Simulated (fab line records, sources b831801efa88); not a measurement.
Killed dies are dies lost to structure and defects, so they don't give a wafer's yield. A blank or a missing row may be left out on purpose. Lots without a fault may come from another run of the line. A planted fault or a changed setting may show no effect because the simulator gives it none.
fab line records | flow sky130
record lots=6 wafers=18 last_day=50
route steps=708 shown LDD_P@257 LDD_HVN@267 LDD_HVP@278 LDD_LDN@289 SD_P@331 RES_XHIGH@341 PAD_OPEN@708
lots that met no fault: from a run of the same line without faults
start_h: hours from the record's first day to the start of the lot's first wafer shown | wait_h: hours since the lot's step before | " the same as in the row above | L1.1+2: a row that stands for several wafers | - no value, or no start given | * or withheld: withheld | < > ~ a bound
route shown NAME@n: a module of which the file shows steps, and the number in the route of the first | usual: mean/standard deviation of fault-free wafers | same: alike in all rows | chamber/n: place in a boat | sites: the reading at each site | _std_site: their standard deviation | _edge_site: outer sites' mean less inner sites' | radius_mm: how far each site lies from the wafer's centre | mask NAME#n: copy n | behind: the tool/chamber that last shaped the wafer | hold: why the lot was held/for how many hours/how that ended | device: the transistor (n, p or np) that didn't switch | end of line: the same wafers' tests at the end of the route | a step without rows: its recipe alone | killed: dies lost to structure and defects at the first sort, not the wafer's yield | map: a wafer's dies, x killed, . not, _ none there
set.NAME: the setting as run; set.NAME@STEP: as run at that earlier step | model.NAME: the simulator's own value behind a step, which no gauge read
lots at some steps of the route; a table a step, a row a wafer
services: from which hour (start_h, from the record's first day; less than 0 if before it) a tool's chamber was out of use, for how many hours, and why
## steps
# step SKY_LDD_P_COAT_02
# recipe resist=NOVOLAK spin_rpm=3000 resist_thk_nm=1140
# step SKY_LDD_P_SOFTBAKE_03
# recipe temp_c=90 time_s=60 resist=NOVOLAK
# step SKY_LDD_P_EXPOSE_04
# recipe mask_id=PSDM na=0.6 source_shape=conventional sigma_outer=0.6 polarization=unpolarized target_cd_nm=380 dose_mj=138
# step SKY_LDD_P_PEB_05
# recipe temp_c=withheld time_s=* resist=NOVOLAK
# step SKY_LDD_P_DEVELOP_06
# recipe resist=NOVOLAK developer=TMAH develop_time_s=60 dev_temp_c=23
# step SKY_LDD_P_CD_MEAS_07
# recipe target_cd_nm=380
# usual cd_nm=379.7/2.3
# columns lot.wafer tool chamber start_h wait_h cd_nm
L451.1 cd_sem-01 - 520.80 0.1 378.1
L451.3 " - " " 379.1
L451.5 " - " " 376.5
L457.4 cd_sem-02 - 562.84 0.1 376.2
L457.5 " - " " 378.3
L457.6 " - " " 377.7
L458.2 cd_sem-02 - 579.79 0.1 376.8
L458.3 " - " " 376.7
L458.5 " - " " 376.7
L460.2 cd_sem-01 - 589.05 0.1 379.5
L460.4 " - " " 381.8
L460.5 " - " " 377.8
L461.2 cd_sem-01 - 611.42 0.1 380.4
L461.4 " - " " 378.4
L461.5 " - " " 378.8
L465.1 cd_sem-02 - 632.57 0.1 381.0
L465.5 " - " " 377.5
L465.6 " - " " 379.5
# step SKY_LDD_P_OVL_MEAS_08
# usual LDD_P_OVL=0.0/1.2
# columns lot.wafer tool chamber start_h wait_h LDD_P_OVL[nm]
L451.1 overlay-02 - 520.92 0.1 -1.0
L451.3 " - " " 0.8
L451.5 " - " " -1.5
L457.4 overlay-01 - 562.92 0.1 0.2
L457.5 " - " " 0.5
L457.6 " - " " -0.2
L458.2 overlay-02 - 579.90 0.1 -1.0
L458.3 " - " " 1.9
L458.5 " - " " 1.0
L460.2 overlay-02 - 589.16 0.1 -2.0
L460.4 " - " " -2.1
L460.5 " - " " -2.1
L461.2 overlay-02 - 611.53 0.1 0.1
L461.4 " - " " 0.2
L461.5 " - " " -0.1
L465.1 overlay-01 - 632.69 0.1 0.6
L465.5 " - " " 0.7
L465.6 " - " " 1.1
# step SKY_LDD_P_IMPLANT_09
# recipe species=BF2 energy_kev=25 dose_cm2=1e+13 tilt_deg=withheld
# step SKY_LDD_P_STRIP_10
# recipe chemistry=O2/N2 power_w=1400 pressure_mtorr=1500 platen_temp_c=withheld o2_flow_sccm=3000 n2_flow_sccm=300 overash_fraction=0.5
# usual drypump_motor_current_A=5.8/0.51 oes_product_au=0.716/0.0046 strip_time_to_endpoint_s=14.17/0.031
# columns lot.wafer tool chamber start_h wait_h drypump_motor_current_A oes_product_au rf_hours_counter_h strip_time_to_endpoint_s
L451.1 plasma_asher-03 0 521.11 0.1 6.5 0.707 75 14.14
L451.3 " 0 " " 6.5 0.713 - 14.16
L451.5 " 1 " " 5.6 0.720 - 14.16
L457.4 plasma_asher-01 1 563.12 0.1 6.3 0.726 - 14.19
L457.5 " 1 " " 6.3 0.720 - 14.14
L457.6 " 0 " " 5.3 0.720 - 14.17
L458.2 plasma_asher-04 1 580.08 0.1 5.1 0.718 93 14.21
L458.3 " 0 " " 5.8 0.718 - 14.16
L458.5 " 0 " " 5.8 0.713 - 14.16
L460.2 plasma_asher-01 0 589.34 0.1 5.3 0.711 17 14.19
L460.4 " 0 " " 5.3 0.721 - 14.21
L460.5 " 0 " " 5.3 0.722 - 14.19
L461.2 plasma_asher-01 1 611.71 0.1 6.3 0.713 19 14.13
L461.4 " 1 " " 6.3 0.713 - 14.11
L461.5 " 1 " " 6.3 0.709 - 14.17
L465.1 plasma_asher-04 0 632.88 0.1 5.8 0.715 98 14.14
L465.5 " 0 " " 5.8 0.718 - 14.14
L465.6 " 1 " " 5.1 0.718 - 14.16
# step SKY_LDD_P_TW_MEAS_11
# usual LDD_P_TW=628/3.9
# columns lot.wafer tool chamber start_h wait_h LDD_P_TW
L451.1 film_metro-04 - 521.21 0.1 628
L451.3 " - " " 629
L451.5 " - " " 633
L457.4 film_metro-04 - 563.22 0.1 629
L457.5 " - " " 632
L457.6 " - " " 630
L458.2 film_metro-02 - 580.19 0.1 624
L458.3 " - " " 629
L458.5 " - " " 623
L460.2 film_metro-02 - 589.45 0.1 625
L460.4 " - " " 628
L460.5 " - " " 629
L461.2 film_metro-02 - 611.82 0.1 620
L461.4 " - " " 627
L461.5 " - " " 623
L465.1 film_metro-04 - 632.98 0.1 632
L465.5 " - " " 628
L465.6 " - " " 623
# step SKY_LDD_HVN_DEHYDRATE_00
# recipe temp_c=200 time_s=60
# step SKY_LDD_HVN_HMDS_01
# recipe prime_time_s=60 prime_temp_c=120
# step SKY_LDD_HVN_COAT_02
# recipe resist=NOVOLAK spin_rpm=3000 resist_thk_nm=300
# usual chill_plate_temp_C=22.99/0.1 dispense_pressure_kPa=50/3.5 exhaust_pa=44.9/0.76 spin_speed_rpm=3000.0/1.9
# columns lot.wafer tool chamber start_h wait_h chill_plate_temp_C dispense_pressure_kPa exhaust_pa spin_speed_rpm
L451.1 litho_track-04 0 535.97 0.1 23.09 52 43.8 3001.0
L451.3 " 0 " " 23.07 52 44.1 2999.6
L451.5 " 0 " " 23.01 52 45.7 2999.5
L457.4 litho_track-01 0 578.66 0.1 23.05 44 45.6 3000.0
L457.5 " 0 " " 22.93 44 45.6 3000.6
L457.6 " 0 " " 23.12 44 46.4 2998.5
L458.2 litho_track-04 - 594.35 0.1 - - - -
L458.3 " - " " - - - -
L458.5 " - " " - - - -
L460.2 litho_track-03 - 603.80 0.1 - - - -
L460.4 " - " " - - - -
L460.5 " - " " - - - -
L461.2 litho_track-01 0 625.71 0.1 22.79 44 46.0 2999.3
L461.4 " 0 " " 22.87 44 45.1 2999.7
L461.5 " 0 " " 22.99 44 45.1 2998.9
L465.1 litho_track-01 0 646.58 0.1 23.00 44 45.1 3001.4
L465.5 " 0 " " 22.93 44 45.6 3004.6
L465.6 " 0 " " 22.90 44 44.5 2999.1
# step SKY_LDD_HVN_SOFTBAKE_03
# recipe temp_c=90 time_s=60 resist=NOVOLAK
# step SKY_LDD_HVN_EXPOSE_04
# recipe mask_id=HVNTM na=0.6 source_shape=conventional sigma_outer=0.6 polarization=unpolarized target_cd_nm=700 dose_mj=127
# step SKY_LDD_HVN_PEB_05
# recipe temp_c=withheld time_s=* resist=NOVOLAK
# step SKY_LDD_HVN_DEVELOP_06
# recipe resist=NOVOLAK developer=TMAH develop_time_s=60 dev_temp_c=23
# step SKY_LDD_HVN_OVL_MEAS_07
# usual LDD_HVN_OVL=-0.9/1.4
# columns lot.wafer tool chamber start_h wait_h LDD_HVN_OVL[nm]
L451.1 overlay-01 - 550.92 0.1 0.1
L451.3 " - " " -0.1
L451.5 " - " " 2.2
L457.4 overlay-02 - 592.99 0.1 -4.4
L457.5 " - " " -0.8
L457.6 " - " " -2.7
L458.2 overlay-01 - 609.23 0.1 -
L458.3 " - " " -
L458.5 " - " " -
L460.2 overlay-01 - 617.98 0.1 -
L460.4 " - " " -
L460.5 " - " " -
L461.2 overlay-02 - 640.18 0.1 -2.1
L461.4 " - " " 0.7
L461.5 " - " " -0.1
L465.1 overlay-01 - 661.23 0.1 0.4
L465.5 " - " " -2.7
L465.6 " - " " -0.6
# step SKY_LDD_HVN_IMPLANT_08
# recipe species=P energy_kev=60 dose_cm2=3e+13 tilt_deg=40
# step SKY_LDD_HVN_STRIP_09
# recipe chemistry=O2/N2 power_w=1400 pressure_mtorr=1500 platen_temp_c=withheld o2_flow_sccm=3000 n2_flow_sccm=300 overash_fraction=0.5
# usual drypump_motor_current_A=5.7/0.44 oes_product_au=0.408/0.0048 strip_time_to_endpoint_s=4.139/0.012
# columns lot.wafer tool chamber start_h wait_h drypump_motor_current_A oes_product_au rf_hours_counter_h strip_time_to_endpoint_s
L451.1 plasma_asher-04 1 551.11 0.1 5.1 0.405 90 4.136
L451.3 " 0 " " 5.8 0.403 - 4.150
L451.5 " 1 " " 5.1 0.405 - 4.155
L457.4 plasma_asher-04 1 593.19 0.1 5.1 0.407 - 4.141
L457.5 " 0 " " 5.8 0.408 - 4.158
L457.6 " 1 " " 5.1 0.402 - 4.139
L458.2 plasma_asher-04 1 609.41 0.1 5.1 - 96 -
L458.3 " 1 " " 5.1 - - -
L458.5 " 0 " " 5.8 - - -
L460.2 plasma_asher-02 1 618.16 0.1 5.3 - 45 -
L460.4 " 0 " " 5.9 - - -
L460.5 " 0 " " 5.9 - - -
L461.2 plasma_asher-03 1 640.36 0.1 5.6 0.407 87 4.132
L461.4 " 0 " " 6.5 0.404 - 4.118
L461.5 " 0 " " 6.4 0.408 - 4.119
L465.1 plasma_asher-02 0 661.42 0.1 5.9 0.418 50 4.144
L465.5 " 0 " " 5.9 0.408 - 4.149
L465.6 " 1 " " 5.4 0.411 - 4.148
# step SKY_LDD_HVN_TW_MEAS_10
# usual LDD_HVN_TW=1429/19
# columns lot.wafer tool chamber start_h wait_h LDD_HVN_TW
L451.1 film_metro-02 - 551.21 0.1 1415
L451.3 " - " " 1409
L451.5 " - " " 1402
L457.4 film_metro-03 - 593.29 0.1 1452
L457.5 " - " " 1463
L457.6 " - " " 1463
L458.2 film_metro-03 - 609.52 0.1 1460
L458.3 " - " " 1456
L458.5 " - " " 1455
L460.2 film_metro-01 - 618.27 0.1 1429
L460.4 " - " " 1428
L460.5 " - " " 1416
L461.2 film_metro-02 - 640.47 0.1 1410
L461.4 " - " " 1412
L461.5 " - " " 1413
L465.1 film_metro-02 - 661.52 0.1 1421
L465.5 " - " " 1425
L465.6 " - " " 1425
# step SKY_LDD_HVP_DEHYDRATE_00
# recipe temp_c=200 time_s=60
# step SKY_LDD_HVP_HMDS_01
# recipe prime_time_s=60 prime_temp_c=120
# step SKY_LDD_HVP_COAT_02
# recipe resist=NOVOLAK spin_rpm=3000 resist_thk_nm=300
# step SKY_LDD_HVP_SOFTBAKE_03
# recipe temp_c=90 time_s=60 resist=NOVOLAK
# step SKY_LDD_HVP_EXPOSE_04
# recipe mask_id=HVPTM na=0.6 source_shape=conventional sigma_outer=0.6 polarization=unpolarized target_cd_nm=700 dose_mj=86
# step SKY_LDD_HVP_PEB_05
# recipe temp_c=withheld time_s=* resist=NOVOLAK
# step SKY_LDD_HVP_DEVELOP_06
# recipe resist=NOVOLAK developer=TMAH develop_time_s=60 dev_temp_c=23
# step SKY_LDD_HVP_OVL_MEAS_07
# usual LDD_HVP_OVL=-0.5/1.2
# columns lot.wafer tool chamber start_h wait_h LDD_HVP_OVL[nm]
L451.1 overlay-02 - 580.98 0.1 1.1
L451.3 " - " " -0.5
L451.5 " - " " -0.9
L457.4 overlay-02 - 621.99 0.1 -0.2
L457.5 " - " " 0.8
L457.6 " - " " -2.0
L458.2 overlay-01 - 638.08 0.1 -1.2
L458.3 " - " " -1.9
L458.5 " - " " -1.2
L460.2 overlay-02 - 646.03 0.1 -1.3
L460.4 " - " " 0.4
L460.5 " - " " -0.5
L461.2 overlay-01 - 668.99 0.1 -0.4
L461.4 " - " " -1.1
L461.5 " - " " -2.9
L465.1 overlay-02 - 690.08 0.1 -2.7
L465.5 " - " " -1.6
L465.6 " - " " -0.3
# step SKY_LDD_HVP_IMPLANT_08
# recipe species=B energy_kev=20 dose_cm2=1.7e+13 tilt_deg=17.9
# step SKY_LDD_HVP_STRIP_09
# recipe chemistry=O2/N2 power_w=1400 pressure_mtorr=1500 platen_temp_c=withheld o2_flow_sccm=3000 n2_flow_sccm=300 overash_fraction=0.5
# usual drypump_motor_current_A=5.8/0.45 oes_product_au=0.408/0.0045 strip_time_to_endpoint_s=4.144/0.015
# columns lot.wafer tool chamber start_h wait_h drypump_motor_current_A oes_product_au rf_hours_counter_h strip_time_to_endpoint_s
L451.1 plasma_asher-02 0 581.17 0.1 5.9 0.414 41 4.142
L451.3 " 1 " " 5.3 0.399 - 4.136
L451.5 " 0 " " 5.9 0.411 - 4.153
L457.4 plasma_asher-02 0 622.19 0.1 5.9 0.407 - 4.146
L457.5 " 1 " " 5.3 0.410 - 4.161
L457.6 " 0 " " 5.8 0.410 - 4.167
L458.2 plasma_asher-02 1 638.26 0.1 5.4 0.413 47 4.125
L458.3 " 0 " " 5.9 0.408 - 4.164
L458.5 " 1 " " 5.4 0.412 - 4.129
L460.2 plasma_asher-03 0 646.21 0.1 6.5 0.406 87 4.140
L460.4 " 1 " " 5.6 0.404 - 4.144
L460.5 " 0 " " 6.5 0.405 - 4.142
L461.2 plasma_asher-01 1 669.17 0.1 6.3 0.399 24 4.131
L461.4 " 0 " " 5.3 0.401 - 4.150
L461.5 " 0 " " 5.3 0.406 - 4.124
L465.1 plasma_asher-03 0 690.27 0.1 6.5 0.407 92 4.130
L465.5 " 1 " " 5.6 0.407 - 4.136
L465.6 " 0 " " 6.5 0.409 - 4.147
# step SKY_LDD_HVP_TW_MEAS_10
# usual LDD_HVP_TW=456/5.4
# columns lot.wafer tool chamber start_h wait_h LDD_HVP_TW
L451.1 film_metro-03 - 581.27 0.1 464
L451.3 " - " " 464
L451.5 " - " " 464
L457.4 film_metro-01 - 622.29 0.1 453
L457.5 " - " " 453
L457.6 " - " " 451
L458.2 film_metro-03 - 638.37 0.1 1466
L458.3 " - " " 1471
L458.5 " - " " 1465
L460.2 film_metro-03 - 646.32 0.1 1474
L460.4 " - " " 1468
L460.5 " - " " 1472
L461.2 film_metro-04 - 669.28 0.1 451
L461.4 " - " " 452
L461.5 " - " " 452
L465.1 film_metro-03 - 690.37 0.1 462
L465.5 " - " " 459
L465.6 " - " " 457
# step SKY_LDD_LDN_DEHYDRATE_00
# recipe temp_c=200 time_s=60
# step SKY_LDD_LDN_HMDS_01
# recipe prime_time_s=60 prime_temp_c=120
# step SKY_LDD_LDN_COAT_02
# recipe resist=NOVOLAK spin_rpm=3000 resist_thk_nm=1140
# step SKY_LDD_LDN_SOFTBAKE_03
# recipe temp_c=90 time_s=60 resist=NOVOLAK
# step SKY_LDD_LDN_EXPOSE_04
# recipe mask_id=LDNTM na=0.6 source_shape=conventional sigma_outer=0.6 polarization=unpolarized target_cd_nm=700 dose_mj=140
# step SKY_LDD_LDN_PEB_05
# recipe temp_c=withheld time_s=* resist=NOVOLAK
# step SKY_LDD_LDN_DEVELOP_06
# recipe resist=NOVOLAK developer=TMAH develop_time_s=60 dev_temp_c=23
# step SKY_LDD_LDN_OVL_MEAS_07
# usual LDD_LDN_OVL=-0.5/1.5
# columns lot.wafer tool chamber start_h wait_h LDD_LDN_OVL[nm]
L451.1 overlay-02 - 610.72 0.1 -1.1
L451.3 " - " " -0.1
L451.5 " - " " -1.4
L457.4 overlay-01 - 650.72 0.1 -1.2
L457.5 " - " " -1.0
L457.6 " - " " -0.4
L458.2 overlay-01 - 666.21 0.1 2.5
L458.3 " - " " 1.4
L458.5 " - " " -0.5
L460.2 overlay-02 - 675.68 0.1 -1.9
L460.4 " - " " -1.7
L460.5 " - " " -0.8
L461.2 overlay-02 - 697.68 0.1 0.2
L461.4 " - " " 0.8
L461.5 " - " " -1.7
L465.1 overlay-01 - 717.52 0.1 0.9
L465.5 " - " " -1.6
L465.6 " - " " 0.4
# step SKY_LDD_LDN_IMPLANT_08
# recipe species=As energy_kev=15 dose_cm2=1.25e+13 tilt_deg=withheld rotation_deg=23
# step SKY_LDD_LDN_IMPLANT_09
# recipe species=As energy_kev=15 dose_cm2=1.25e+13 tilt_deg=withheld rotation_deg=113
# step SKY_LDD_LDN_TW_MEAS_13
# usual LDD_LDN_TW=1474/20
# columns lot.wafer tool chamber start_h wait_h LDD_LDN_TW
L451.1 film_metro-02 - 611.46 0.1 1453
L451.3 " - " " 1442
L451.5 " - " " 1449
L457.4 film_metro-02 - 651.47 0.1 1454
L457.5 " - " " 1462
L457.6 " - " " 1461
L458.2 film_metro-04 - 666.95 0.1 1799
L458.3 " - " " 1798
L458.5 " - " " 1791
L460.2 film_metro-03 - 676.42 0.1 1829
L460.4 " - " " 1833
L460.5 " - " " 1827
L461.2 film_metro-03 - 698.42 0.1 1503
L461.4 " - " " 1501
L461.5 " - " " 1499
L465.1 film_metro-04 - 718.26 0.1 1461
L465.5 " - " " 1464
L465.6 " - " " 1467
# step SKY_SD_P_TW_MEAS_11
# usual SD_P_TW=2809/26
# columns lot.wafer tool chamber start_h wait_h SD_P_TW
L451.1 film_metro-02 - 670.93 0.1 2792
L451.3 " - " " 2791
L451.5 " - " " 2776
L457.4 film_metro-03 - 711.97 0.1 2887
L457.5 " - " " 2871
L457.6 " - " " 2873
L458.2 film_metro-02 - 724.29 0.1 2875
L458.3 " - " " 2883
L458.5 " - " " 2870
L460.2 film_metro-02 - 733.70 0.1 2884
L460.4 " - " " 2879
L460.5 " - " " 2874
L461.2 film_metro-01 - 754.60 0.1 2821
L461.4 " - " " 2833
L461.5 " - " " 2827
L465.1 film_metro-02 - 775.34 0.1 2797
L465.5 " - " " 2796
L465.6 " - " " 2797
# step SKY_RES_XHIGH_TW_MEAS_09
# usual RES_XHIGH_TW=1634/19
# columns lot.wafer tool chamber start_h wait_h RES_XHIGH_TW
L451.1 film_metro-01 - 699.36 0.1 1641
L451.3 " - " " 1627
L451.5 " - " " 1639
L457.4 film_metro-03 - 739.60 0.1 1664
L457.5 " - " " 1660
L457.6 " - " " 1653
L458.2 film_metro-01 - 750.96 0.1 1929
L458.3 " - " " 1936
L458.5 " - " " 1926
L460.2 film_metro-02 - 760.78 0.1 1893
L460.4 " - " " 1892
L460.5 " - " " 1896
L461.2 film_metro-03 - 781.96 0.1 1653
L461.4 " - " " 1658
L461.5 " - " " 1654
L465.1 film_metro-01 - 800.72 0.1 1632
L465.5 " - " " 1635
L465.6 " - " " 1637
# step SKY_PAD_OPEN_PROBE_99
# usual killed_at_M0_to_M3=44/7.3 killed_at_M4_up=3.5/1.8 killed_at_contacts=24/5.8 killed_at_front_end=16/4.3 killed_at_other=0.5/0.68 killed_dies=88/9.4 killed_on_rim=17/3.7 killed_open=48/6.8 killed_short=40/6.1
# same gross_dies=492 killed_at_back_side=0
# columns lot.wafer tool chamber start_h wait_h killed_at_M0_to_M3 killed_at_M4_up killed_at_contacts killed_at_front_end killed_at_other killed_dies killed_on_rim killed_open killed_short
L451.1 prober-01 - 1133.87 0.1 53 0 28 14 1 96 16 53 42
L451.3 prober-01 - 1133.97 0.2 47 3 30 17 0 97 17 59 38
L451.5 prober-01 - 1134.07 0.2 68 3 16 19 0 106 19 58 46
L457.4 prober-01 - 1164.36 0.2 46 6 28 25 1 106 15 55 51
L457.5 prober-01 - 1164.41 0.2 47 2 22 16 1 88 15 52 36
L457.6 prober-01 - 1164.46 0.2 48 1 14 8 0 71 23 29 42
L458.2 prober-02 - 1170.30 0.1 45 6 32 408 1 492 96 53 42
L458.3 prober-02 - 1170.35 0.2 38 2 14 437 1 492 96 38 33
L458.5 prober-02 - 1170.45 0.2 37 5 33 416 1 492 96 37 53
L460.2 prober-01 - 1174.12 0.1 44 4 24 420 0 492 96 50 38
L460.4 prober-01 - 1174.22 0.2 48 5 24 414 1 492 96 47 47
L460.5 prober-01 - 1174.27 0.2 41 2 27 422 0 492 96 37 46
L461.2 prober-01 - 1187.35 0.1 54 2 29 14 0 99 16 65 34
L461.4 prober-01 - 1187.45 0.2 48 3 30 9 0 90 13 57 33
L461.5 prober-01 - 1187.50 0.2 41 5 26 11 0 83 10 47 36
L465.1 prober-01 - 1198.42 0.1 38 4 21 23 1 87 20 51 36
L465.5 prober-01 - 1198.62 0.2 37 5 26 17 0 85 20 50 35
L465.6 prober-01 - 1198.67 0.2 34 1 26 17 0 78 13 48 30
# killed by level:class
L451.1 VIA3:geometric_particle:open=14 CONTACT:geometric_particle:open=11 VIA1:geometric_particle:open=8 METAL2:geometric_particle:short=8 LI_CONTACT:geometric_particle:open=7 CONTACT:geometric_particle:short=6 VIA1:geometric_particle:short=5 VIA2:geometric_particle:short=5
L451.3 VIA1:geometric_particle:open=13 VIA3:geometric_particle:open=12 LI_CONTACT:geometric_particle:open=11 VIA2:geometric_particle:open=9 FIELD_ISO:geometric_particle:short=8 CONTACT:geometric_particle:open=8 LI_CONTACT:geometric_particle:short=4 CONTACT:geometric_particle:short=4
L451.5 VIA3:geometric_particle:open=14 VIA1:geometric_particle:open=13 VIA2:geometric_particle:open=12 FIELD_ISO:geometric_particle:short=6 FIELD_ISO:geometric_particle:open=6 VIA1:geometric_particle:short=6 VIA3:geometric_particle:short=6 LI_CONTACT:geometric_particle:open=5
L457.4 VIA1:geometric_particle:open=13 CONTACT:geometric_particle:open=11 FIELD_ISO:geometric_particle:short=8 LI_CONTACT:geometric_particle:open=7 METAL1:geometric_particle:short=7 CONTACT:geometric_particle:short=6 POLY_GATE:geometric_particle:short=5 METAL2:geometric_particle:short=5
L457.5 VIA1:geometric_particle:open=9 LI_CONTACT:geometric_particle:open=8 VIA2:geometric_particle:open=8 METAL1:geometric_particle:short=7 VIA3:geometric_particle:open=7 FIELD_ISO:geometric_particle:open=6 METAL2:geometric_particle:short=5 POLY_GATE:geometric_particle:short=4
L457.6 VIA1:geometric_particle:open=11 VIA1:geometric_particle:short=8 METAL1:geometric_particle:short=8 METAL2:geometric_particle:short=6 CONTACT:geometric_particle:open=5 VIA2:geometric_particle:short=5 FIELD_ISO:geometric_particle:open=3 LOCAL_INTERCONNECT:geometric_particle:short=3
L458.2 LDD_HVN:area_expose=396 CONTACT:geometric_particle:open=12 VIA1:geometric_particle:open=10 CONTACT:geometric_particle:short=8 VIA3:geometric_particle:open=7 LI_CONTACT:geometric_particle:open=6 METAL2:geometric_particle:short=6 VIA2:geometric_particle:open=6
L458.3 LDD_HVN:area_expose=420 VIA3:geometric_particle:open=8 CONTACT:geometric_particle:open=7 VIA1:geometric_particle:open=7 FIELD_ISO:geometric_particle:short=5 FIELD_ISO:geometric_particle:open=5 VIA2:geometric_particle:open=5 CONTACT:geometric_particle:short=4
L458.5 LDD_HVN:area_expose=402 CONTACT:geometric_particle:short=12 CONTACT:geometric_particle:open=9 VIA1:geometric_particle:open=8 VIA2:geometric_particle:open=6 FIELD_ISO:geometric_particle:short=5 METAL1:geometric_particle:short=5 LI_CONTACT:geometric_particle:open=5
L460.2 LDD_HVN:area_expose=403 VIA1:geometric_particle:open=10 VIA2:geometric_particle:open=8 CONTACT:geometric_particle:open=7 FIELD_ISO:geometric_particle:open=6 FIELD_ISO:geometric_particle:short=5 LI_CONTACT:geometric_particle:short=5 METAL2:geometric_particle:short=5
L460.4 LDD_HVN:area_expose=397 VIA1:geometric_particle:open=12 METAL1:geometric_particle:short=7 CONTACT:geometric_particle:open=7 VIA1:geometric_particle:short=7 LI_CONTACT:geometric_particle:open=6 CONTACT:geometric_particle:short=6 VIA2:geometric_particle:open=5
L460.5 LDD_HVN:area_expose=409 CONTACT:geometric_particle:open=10 METAL2:geometric_particle:short=8 VIA3:geometric_particle:open=7 VIA1:geometric_particle:short=6 CONTACT:geometric_particle:short=6 LI_CONTACT:geometric_particle:open=6 VIA1:geometric_particle:open=6
L461.2 VIA3:geometric_particle:open=14 VIA1:geometric_particle:open=13 LI_CONTACT:geometric_particle:open=10 CONTACT:geometric_particle:open=10 VIA2:geometric_particle:open=6 CONTACT:geometric_particle:short=5 VIA1:geometric_particle:short=5 METAL2:geometric_particle:short=5
L461.4 CONTACT:geometric_particle:open=13 VIA1:geometric_particle:open=11 VIA2:geometric_particle:open=11 LI_CONTACT:geometric_particle:open=9 METAL2:geometric_particle:short=6 VIA3:geometric_particle:open=5 LOCAL_INTERCONNECT:geometric_particle:short=4 CONTACT:geometric_particle:short=4
L461.5 CONTACT:geometric_particle:open=13 VIA3:geometric_particle:open=8 LI_CONTACT:geometric_particle:open=7 METAL1:geometric_particle:short=6 VIA1:geometric_particle:open=5 METAL2:geometric_particle:short=4 VIA3:geometric_particle:short=4 VIA1:geometric_particle:short=4
L465.1 VIA1:geometric_particle:open=9 CONTACT:geometric_particle:open=8 FIELD_ISO:geometric_particle:open=7 LI_CONTACT:geometric_particle:open=7 POLY_GATE:geometric_particle:short=7 VIA2:geometric_particle:open=6 VIA3:geometric_particle:open=4 FIELD_ISO:geometric_particle:short=3
L465.5 CONTACT:geometric_particle:open=9 LI_CONTACT:geometric_particle:open=8 VIA1:geometric_particle:open=7 FIELD_ISO:geometric_particle:short=6 VIA2:geometric_particle:open=6 VIA3:geometric_particle:open=6 METAL1:geometric_particle:short=5 POLY_GATE:geometric_particle:open=4
L465.6 CONTACT:geometric_particle:open=9 VIA1:geometric_particle:open=8 FIELD_ISO:geometric_particle:open=7 LI_CONTACT:geometric_particle:open=6 VIA3:geometric_particle:open=6 METAL2:geometric_particle:short=5 VIA2:geometric_particle:open=5 LI_CONTACT:geometric_particle:short=4
# map L458.2 (x killed, . not)
__________xxxxxxxxxx_________
________xxxxxxxxxxxxxx_______
______xxxxxxxxxxxxxxxxxx_____
_____xxxxxxxxxxxxxxxxxxxx____
____xxxxxxxxxxxxxxxxxxxxxx___
___xxxxxxxxxxxxxxxxxxxxxxxx__
__xxxxxxxxxxxxxxxxxxxxxxxxxx_
_xxxxxxxxxxxxxxxxxxxxxxxxxxxx
_xxxxxxxxxxxxxxxxxxxxxxxxxxxx
_xxxxxxxxxxxxxxxxxxxxxxxxxxxx
_xxxxxxxxxxxxxxxxxxxxxxxxxxxx
_xxxxxxxxxxxxxxxxxxxxxxxxxxxx
_xxxxxxxxxxxxxxxxxxxxxxxxxxxx
_xxxxxxxxxxxxxxxxxxxxxxxxxxxx
_xxxxxxxxxxxxxxxxxxxxxxxxxxxx
__xxxxxxxxxxxxxxxxxxxxxxxxxx_
___xxxxxxxxxxxxxxxxxxxxxxxx__
____xxxxxxxxxxxxxxxxxxxxxx___
_____xxxxxxxxxxxxxxxxxxxx____
______xxxxxxxxxxxxxxxxxx_____
________xxxxxxxxxxxxxx_______
__________xxxxxxxxxx_________
# map L460.2 (x killed, . not)
__________xxxxxxxxxx_________
________xxxxxxxxxxxxxx_______
______xxxxxxxxxxxxxxxxxx_____
_____xxxxxxxxxxxxxxxxxxxx____
____xxxxxxxxxxxxxxxxxxxxxx___
___xxxxxxxxxxxxxxxxxxxxxxxx__
__xxxxxxxxxxxxxxxxxxxxxxxxxx_
_xxxxxxxxxxxxxxxxxxxxxxxxxxxx
_xxxxxxxxxxxxxxxxxxxxxxxxxxxx
_xxxxxxxxxxxxxxxxxxxxxxxxxxxx
_xxxxxxxxxxxxxxxxxxxxxxxxxxxx
_xxxxxxxxxxxxxxxxxxxxxxxxxxxx
_xxxxxxxxxxxxxxxxxxxxxxxxxxxx
_xxxxxxxxxxxxxxxxxxxxxxxxxxxx
_xxxxxxxxxxxxxxxxxxxxxxxxxxxx
__xxxxxxxxxxxxxxxxxxxxxxxxxx_
___xxxxxxxxxxxxxxxxxxxxxxxx__
____xxxxxxxxxxxxxxxxxxxxxx___
_____xxxxxxxxxxxxxxxxxxxx____
______xxxxxxxxxxxxxxxxxx_____
________xxxxxxxxxxxxxx_______
__________xxxxxxxxxx_________
## services
# columns tool chamber start_h hours kind
plasma_asher-01 - 500.83 1.7 repair
plasma_asher-04 - 513.51 4.3 pm
plasma_asher-04 - 573.65 2.3 repair
plasma_asher-03 - 601.60 2.7 repair
litho_track-01 - 634.13 - consumable_replace:filter
plasma_asher-03 - 641.69 2.8 pm
plasma_asher-04 - 681.52 15.6 pm
plasma_asher-01 - 686.82 2.7 repair
## key
first_sign step=SKY_LDD_HVN_COAT_02 reading=tool_record direction=missing
effect step=SKY_LDD_HVN_OVL_MEAS_07 reading=LDD_HVN_OVL direction=missing
effect step=SKY_LDD_HVP_TW_MEAS_10 reading=LDD_HVP_TW direction=up sigmas=99+ usual=456 struck=1470
effect step=SKY_LDD_LDN_TW_MEAS_13 reading=LDD_LDN_TW direction=up sigmas=17 usual=1474 struck=1813
effect step=SKY_SD_P_TW_MEAS_11 reading=SD_P_TW direction=up sigmas=2.7 usual=2809 struck=2877
effect step=SKY_RES_XHIGH_TW_MEAS_09 reading=RES_XHIGH_TW direction=up sigmas=15 usual=1634 struck=1912
effect step=SKY_PAD_OPEN_PROBE_99 reading=killed_at_front_end direction=up sigmas=94 usual=16 struck=420
more_kills_born_at SKY_LDD_HVN_EXPOSE_04@iline_stepper-02=1218 SKY_LDD_HVN_EXPOSE_04@iline_stepper-01=1209
met_at SKY_LDD_HVN_COAT_02
struck_wafers L458.2,L458.3,L458.5,L460.2,L460.4,L460.5
tester_left_out L458,L460
onset_between 535.97 594.35
fault kind=skipped_step_whole tool=litho_track-03,litho_track-04 chamber=- onset_h=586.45 steps=SKY_LDD_HVN_COAT_02 scope=struck_lots_only
# tester_left_out: of these lots the tester's yield and bins aren't shown, on N5 and GAA mostly nor the transistor test; their killed dies are dies lost to structure and defects alone, not to doping, threshold or leakage, so they don't give the yield
